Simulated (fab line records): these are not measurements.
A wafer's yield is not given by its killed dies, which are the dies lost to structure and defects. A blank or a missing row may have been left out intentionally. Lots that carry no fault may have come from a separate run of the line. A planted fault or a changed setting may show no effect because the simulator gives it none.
Struck lot and sound lot, side by side -- flow sky130 -- 16 out of 708 route steps
Sound: the wafers L791.1, L791.2, L791.5. Struck: wafers L783.2, L783.3, L783.6. At the end, the cause is stated.
Each step with rows lists, per side, the tool, then ch with its chambers, then its first start. Under that, the readings that differ: sound wafers -- struck wafers -- difference of the means -- sigmas: that difference in standard deviations of wafers without a fault.
alike: words and numbers the same on both sides, and readings whose means are apart by under 2 such deviations; not compared: readings that were withheld, readings missing a value for some wafer, numbers with overlapping values and no deviation given by the record, and bounds like >300 which may hide the same value.
The two part at a step that has a row with sigmas, a row that says differs or no value, or rows on one side only. Non-overlapping numbers with no deviation appear without sigmas and do not part them. A reading that every wafer of one side lacks parts them only if that side has two wafers or more.

SKY_LI_CONTACT_BOW_MEAS_03:
  sound: filmMetro-03 at day 33 12:01; struck: filmMetro-03 at day 30 16:05
  alike: LI_CONTACT_BOW
then, 8 steps without rows for these wafers: SKY_LI_CONTACT_DEHYDRATE_04 (time 60 s); SKY_LI_CONTACT_HMDS_05 (prime time 60 s); SKY_LI_CONTACT_COAT_06 (resist thk 60 nm); SKY_LI_CONTACT_COAT_07 (resist thk 450 nm); SKY_LI_CONTACT_SOFTBAKE_08 (time 90 s); SKY_LI_CONTACT_EXPOSE_09 (exposes mask LICM1, target cd 170 nm); SKY_LI_CONTACT_PEB_10; SKY_LI_CONTACT_DEVELOP_11 (develop time 60 s).
SKY_LI_CONTACT_CD_MEAS_12: target cd 170 nm.
  sound: cdSem-02 at day 34 14:53; struck: cdSem-01 at day 31 18:56
  alike: cdNm
SKY_LI_CONTACT_OVL_MEAS_13:
  sound: overlay-01 at day 34 15:00; struck: overlay-02 at day 31 19:02
  alike: LI_CONTACT_OVL
SKY_LI_CONTACT_ETCH_14: etches BARC in N2/H2, stops on SiO2, time 45.9 s, target depth 60 nm.
  sound on rieDiel-01 ch 0,1,3, day 34 15:02; struck on rieDiel-04 ch 1,2,3, day 31 19:04
  alike: biasW, chamberPressureMTorr, drypumpMotorCurrentA, oesProductAu, throttleValvePct
  not compared: rfHoursCounterH
SKY_LI_CONTACT_ETCH_15: etches PSG in C4F8/O2/Ar, stops on Si, target depth 600 nm.
  sound on rieDiel-01 ch 0,1,3, day 34 15:05; struck on rieDiel-04 ch 1,2,3, day 31 19:07
  no value came back on the struck wafers for biasW (W), chamberPressureMTorr (mTorr), oesProductAu (a.u.); on the sound wafers biasW (W) reads 1201 1199 1200
reading,sound,struck,difference,sigmas
model.KrF-thick_of_LI_CONTACT_COAT_07.thkNm (nm),226 230.1 236.3,393 394.9 392.6,+163,
SKY_LI_CONTACT_STRIP_16: strips in O2/N2.
  sound on plasmaAsher-01 ch 0,1, day 34 15:10; struck on plasmaAsher-04 ch 1, day 31 19:12
reading,sound,struck,difference,sigmas
oesProductAu (a.u.),0.374 0.383 0.377,0.442 0.445 0.441,+0.065,+14
stripTimeToEndpointS (s),3.42 3.47 3.54,5.19 5.22 5.20,+1.73,+39
  alike: drypumpMotorCurrentA
  not compared: rfHoursCounterH
then, 1 step without rows for these wafers: SKY_LI_CONTACT_CLEAN_17 (cleans in NMP, time 600 s).
-- the record jumps here: 16 days lie between the struck wafers' starts before and after (it left off in module LI_CONTACT and takes up again in module PAD_OPEN, whose first step shown is number 708 of the route) --
SKY_PAD_OPEN_PROBE_99:
  sound: prober-01 at day 49 14:35; struck: prober-02 at day 47 19:15
reading,sound,struck,difference,sigmas
hold,- - -,awaitDispo/2.4h/scrap awaitDispo/2.4h/scrap awaitDispo/2.4h/scrap,no value on the sound wafers,
killedAtContacts,28 20 28,433 434 424,+405,+78
killedDies,77 88 87,492 492 492,+408,+43
killedOnRim,17 23 16,96 96 96,+77,+21
  alike: killed_at_M0_to_M3, killed_at_M4_up, killedAtFrontEnd, killedAtOther, killedOpen, killedShort

## WHERE THEY PART
Last at SKY_PAD_OPEN_PROBE_99 as far as this record goes, first at SKY_LI_CONTACT_ETCH_15.

WHY: what had been put in by the simulator
Beginning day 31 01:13, the whole step at SKY_LI_CONTACT_ETCH_15 was skipped on rieDiel-04. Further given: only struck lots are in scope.
